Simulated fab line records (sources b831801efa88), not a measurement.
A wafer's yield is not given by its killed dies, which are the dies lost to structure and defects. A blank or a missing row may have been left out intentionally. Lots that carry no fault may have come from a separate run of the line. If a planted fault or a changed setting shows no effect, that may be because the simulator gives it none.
Which tool is to blame?	flow sky130	42 wafers from 14 lots sampled at 7 of the route's 708 steps

## WHAT EACH GAUGE READ, for each wafer
SKY_VT_ADJUST_HVTR_CD_MEAS_07: target cd 380 nm.
lot	measured	on	cd-nm (nm)
L278	day 9 19:48	cd-sem-02	375.4 375.8 376.4
L279	day 10 00:49	cd-sem-02	380.8 379.4 378.3
L281	day 10 16:11	cd-sem-01	375.7 371.9 375.2
L283	day 11 05:08	cd-sem-01	379.9 380.9 382.0
L284	day 11 13:53	cd-sem-02	383.3 381.6 381.7
L285	day 11 21:20	cd-sem-02	378.0 378.1 379.3
L287	day 12 09:52	cd-sem-01	379.1 379.7 378.7
L288	day 12 17:10	cd-sem-02	381.9 383.3 384.5
L289	day 13 01:47	cd-sem-02	381.0 377.9 378.5
L290	day 13 07:04	cd-sem-01	381.0 381.9 381.0
L291	day 13 17:16	cd-sem-02	379.8 380.1 381.7
L296	day 15 11:58	cd-sem-01	378.1 379.3 379.8
L297	day 15 18:49	cd-sem-01	- - -
L299	day 16 07:14	cd-sem-01	- - -

SKY_VT_ADJUST_HVTR_OVL_MEAS_08.
lot	measured	on	VT_ADJUST_HVTR_OVL (nm)
L278	day 9 19:54	overlay-02	1.8 -1.0 -0.7
L279	day 10 00:55	overlay-02	-1.5 -0.9 -1.6
L281	day 10 16:19	overlay-02	0.7 0.0 1.8
L283	day 11 05:15	overlay-02	-0.3 -0.6 0.7
L284	day 11 13:59	overlay-01	0.4 -0.8 -1.9
L285	day 11 21:27	overlay-02	-0.4 0.2 0.6
L287	day 12 09:58	overlay-02	0.9 0.5 -0.1
L288	day 12 17:16	overlay-02	-1.7 0.0 -0.9
L289	day 13 01:55	overlay-02	0.3 1.4 0.3
L290	day 13 07:10	overlay-01	1.4 1.1 1.9
L291	day 13 17:22	overlay-02	-2.3 0.4 -0.1
L296	day 15 12:05	overlay-02	1.6 0.6 1.7
L297	day 15 18:55	overlay-02	- - -
L299	day 16 07:22	overlay-02	- - -

SKY_VT_ADJUST_HVTR_TW_MEAS_11.
lot	measured	on	VT_ADJUST_HVTR_TW
L278	day 9 20:11	film-metro-02	213.9 214.2 214.0
L279	day 10 01:13	film-metro-04	213.8 214.0 214.1
L281	day 10 16:36	film-metro-04	211.8 212.2 212.8
L283	day 11 05:32	film-metro-02	215.0 216.1 214.9
L284	day 11 14:16	film-metro-01	207.8 207.8 207.7
L285	day 11 21:44	film-metro-02	215.3 215.0 215.3
L287	day 12 10:16	film-metro-02	215.1 213.9 213.8
L288	day 12 17:34	film-metro-01	207.5 207.6 207.9
L289	day 13 02:12	film-metro-01	208.2 207.8 207.7
L290	day 13 07:28	film-metro-04	213.3 212.2 212.1
L291	day 13 17:39	film-metro-01	208.7 209.2 207.8
L296	day 15 12:28	film-metro-02	214.8 215.4 215.0
L297	day 15 19:13	film-metro-02	30.5 30.7 30.6
L299	day 16 07:39	film-metro-04	30.0 30.2 30.1

SKY_SONOS_TUNNEL_OVL_MEAS_08.
lot	measured	on	SONOS_TUNNEL_OVL (nm)
L278	day 11 17:37	overlay-01	-0.3 -1.7 2.4
L279	day 11 22:01	overlay-02	2.2 1.5 0.6
L281	day 12 16:27	overlay-02	1.5 0.4 0.4
L283	day 13 06:34	overlay-01	-1.6 -2.1 -2.3
L284	day 13 16:28	overlay-02	3.4 2.0 -0.3
L285	day 13 23:42	overlay-02	1.1 0.3 -0.2
L287	day 14 13:37	overlay-02	-0.6 0.1 -1.4
L288	day 14 22:34	overlay-01	0.6 0.2 0.0
L289	day 15 06:41	overlay-01	-0.2 -1.0 0.5
L290	day 15 11:58	overlay-01	0.6 1.3 -0.5
L291	day 15 23:16	overlay-02	1.5 0.8 1.5
L296	day 17 20:57	overlay-01	0.6 -0.2 -0.2
L297	day 18 04:31	overlay-02	1.0 -0.7 -0.6
L299	day 18 18:38	overlay-01	2.6 4.2 3.3

SKY_SONOS_ONO_THK_MEAS_05.
lot	measured	on	SONOS_ONO_CVD_04_THK (nm)
L278	day 11 23:29	film-metro-02	5.78 5.79 5.80
L279	day 12 03:52	film-metro-03	5.82 5.81 5.78
L281	day 12 21:50	film-metro-03	5.90 5.74 5.86
L283	day 13 11:30	film-metro-03	5.80 5.67 5.80
L284	day 13 21:49	film-metro-03	5.71 5.79 5.79
L285	day 14 06:20	film-metro-02	5.76 5.67 5.73
L287	day 14 18:52	film-metro-02	5.75 5.82 5.76
L288	day 15 02:56	film-metro-01	5.77 5.73 5.73
L289	day 15 12:52	film-metro-01	5.85 5.81 5.80
L290	day 15 18:16	film-metro-03	5.90 5.81 5.75
L291	day 16 04:37	film-metro-02	5.73 5.74 5.65
L296	day 18 05:49	film-metro-01	5.79 5.70 5.72
L297	day 18 10:05	film-metro-03	5.66 5.74 5.69
L299	day 19 04:29	film-metro-03	5.62 5.54 5.62

## EACH LOT AND THE TOOL THAT RAN IT (in order: tool; ch and the chambers of the sampled wafers; start)
lot	SKY_VT_ADJUST_LVTN_STRIP_20	SKY_VT_ADJUST_HVTR_DEVELOP_06
L278	plasma-asher-02 ch 0,1, day 8 02:04	litho-track-03 ch 0, day 9 19:39
L279	plasma-asher-03 ch 0,1, day 8 05:25	litho-track-01 ch 0, day 10 00:40
L281	plasma-asher-03 ch 0,1, day 8 21:41	litho-track-01 ch 0, day 10 16:02
L283	plasma-asher-02 ch 0,1, day 9 08:55	litho-track-03 ch 0, day 11 04:59
L284	plasma-asher-04 ch 0,1, day 9 16:36	litho-track-01 ch 0, day 11 13:44
L285	plasma-asher-02 ch 0,1, day 9 23:28	litho-track-03 ch 0, day 11 21:11
L287	plasma-asher-04 ch 0,1, day 10 10:57	litho-track-02 ch 0, day 12 09:44
L288	plasma-asher-03 ch 0,1, day 10 17:55	litho-track-01 ch 0, day 12 17:01
L289	plasma-asher-02 ch 0,1, day 11 01:10	litho-track-01 ch 0, day 13 01:38
L290	plasma-asher-02 ch 0, day 11 05:58	litho-track-01 ch 0, day 13 06:55
L291	plasma-asher-02 ch 0,1, day 11 15:27	litho-track-03 ch 0, day 13 17:08
L296	plasma-asher-02 ch 0,1, day 13 06:40	litho-track-01 ch 0, day 15 11:41
L297	plasma-asher-02 ch 0,1, day 13 13:19	litho-track-01 ch 0, day 15 18:40
L299	plasma-asher-04 ch 0, day 14 01:10	litho-track-01 ch 0, day 16 07:05
- SKY_VT_ADJUST_LVTN_STRIP_20: strips in O2/N2.
- SKY_VT_ADJUST_HVTR_DEVELOP_06: develop time 60 s.

## WHAT THE TOOLS THEMSELVES READ (means of the sampled wafers that have a number; where no wafer has one, the mark that the record gives instead)
SKY_VT_ADJUST_LVTN_STRIP_20.
lot	tool	drypump-motor-current-A (A)	oes-product-au (a.u.)	strip-time-to-endpoint-s (s)
L278	plasma-asher-02	5.81	0.716	14.21
L279	plasma-asher-03	5.57	0.714	14.23
L281	plasma-asher-03	5.57	0.716	14.20
L283	plasma-asher-02	5.82	0.717	14.24
L284	plasma-asher-04	6.13	0.716	14.23
L285	plasma-asher-02	5.81	0.712	14.19
L287	plasma-asher-04	6.17	0.716	14.21
L288	plasma-asher-03	5.56	0.719	14.19
L289	plasma-asher-02	5.93	0.725	14.21
L290	plasma-asher-02	6.09	0.719	14.24
L291	plasma-asher-02	5.97	0.718	14.24
L296	plasma-asher-02	5.94	0.717	14.17
L297	plasma-asher-02	5.95	0.717	14.23
L299	plasma-asher-04	6.22	0.719	14.20

## THE ANSWER, worked out from the rows above alone
Rule: usual is defined by the lots themselves. Put in order of their means at a reading, lots are off if they are a third of the lots or fewer, leave a main group of 4 or more, and stand apart from it by a gap of 3 or more times the standard deviation of the main group's means; of several such gaps the widest counts. The tables above print the reading to a certain number of digits; a main group whose means all agree to those digits is not used. Also off: a lot with no number at a reading for which 4 or more lots have one. The other lots that the step has rows for count as sound. Order of review: gauges by route order, followed by the tools' own readings, for which a lot's mean as printed above is used. At the first step where some lot is off, the reading lying furthest off is the one used; lots without a number count as furthest.
Off: L297, L299, at SKY_VT_ADJUST_HVTR_CD_MEAS_07 (cd-nm). Without a number there: L297, L299. The main group: mean 379.5 nm, standard deviation 2.4.
If a tool, at a process step before that reading, ran all the lots that are off and no sound lot after the first of them, it fits. The gauges at SKY_VT_ADJUST_HVTR_CD_MEAS_07 aren't tried: what is off there is off at SKY_VT_ADJUST_HVTR_OVL_MEAS_08 too, on other tools, and a gauge's error can't cause that. One candidate fits, namely litho-track-01 at SKY_VT_ADJUST_HVTR_DEVELOP_06. Its last sound lot is L296 (day 15 11:41), its first lot that is off L297 (day 15 18:40): a fault that began between those two fits.

## WHAT THE SIMULATOR HAD INSERTED
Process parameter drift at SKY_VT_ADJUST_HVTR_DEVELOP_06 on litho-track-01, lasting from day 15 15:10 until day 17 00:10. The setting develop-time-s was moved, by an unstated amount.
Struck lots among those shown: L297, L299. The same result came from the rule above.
